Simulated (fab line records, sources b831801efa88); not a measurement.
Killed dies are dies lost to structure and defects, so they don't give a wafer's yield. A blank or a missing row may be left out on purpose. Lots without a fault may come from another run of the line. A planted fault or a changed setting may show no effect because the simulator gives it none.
A struck lot beside a sound one | flow sky130 | 14 steps out of a route of 708
Sound: wafers L563.2, L563.4, L563.5. Struck: wafers L568.3, L568.4, L568.5. The cause comes at the end.
At each step with rows: each side's tool, then ch and its chambers, then its first start. Under that, the readings that differ: sound wafers | struck wafers | difference of the means | sigmas: that difference in standard deviations of wafers without a fault.
alike: readings whose means differ by less than 2 such deviations, and words and numbers that are the same on both sides. not compared: withheld readings, readings that some wafer has no value for, bounds like >300 that may hide the same value, and numbers for which the record gives no deviation and whose values overlap.
The two part at a step that has a row with sigmas, a row that says differs or no value, or rows on one side only. Numbers that don't overlap but have no deviation are shown without sigmas and don't part them. A reading that every wafer of one side lacks parts them only if that side has two wafers or more.

first, 4 steps without rows for these wafers: SKY_DNWELL_EXPOSE_04 (exposes mask DNM, target cd 3000 nm); SKY_DNWELL_PEB_05; SKY_DNWELL_DEVELOP_06 (develop time 60 s); SKY_DNWELL_IMPLANT_07.
SKY_DNWELL_STRIP_08: strips in O2/N2.
  sound on plasma_asher-04 ch 0,1, day 3 08:44; struck on plasma_asher-03 ch 0,1, day 4 12:59
  alike: drypump_motor_current_A, oes_product_au, strip_time_to_endpoint_s
  not compared: rf_hours_counter_h
SKY_DNWELL_TW_MEAS_09:
  sound on film_metro-01, day 3 08:51; struck on film_metro-02, day 4 13:05
  alike: DNWELL_TW
then, 6 steps without rows for these wafers: SKY_PWDE_DEHYDRATE_00 (time 60 s); SKY_PWDE_HMDS_01 (prime time 60 s); SKY_PWDE_COAT_02 (resist thk 3000 nm); SKY_PWDE_SOFTBAKE_03; SKY_PWDE_EXPOSE_04 (exposes mask PWDEM, target cd 840 nm); SKY_PWDE_PEB_05.
SKY_PWDE_DEVELOP_06: develop time 60 s.
  sound on litho_track-02 ch 0, day 4 00:00; struck on litho_track-02, day 5 07:00
  no value came back on the struck wafers for chill_plate_temp_C (C), develop_time_s (s), exhaust_pa (Pa); on the sound wafers chill_plate_temp_C (C) reads 22.97 22.98 23.11
SKY_PWDE_OVL_MEAS_07:
  sound on overlay-02, day 4 00:32; struck on overlay-02, day 5 07:15
  reading       | sound       | struck | difference                    | sigmas
  PWDE_OVL (nm) | 3.4 3.6 2.2 | - - -  | no value on the struck wafers |

WHERE THEY PART
First at SKY_PWDE_DEVELOP_06; last, within this record, at SKY_PWDE_OVL_MEAS_07.

WHY: what the simulator had put in
Skipped step whole: litho_track-02, from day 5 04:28 on, at SKY_PWDE_DEVELOP_06. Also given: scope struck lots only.
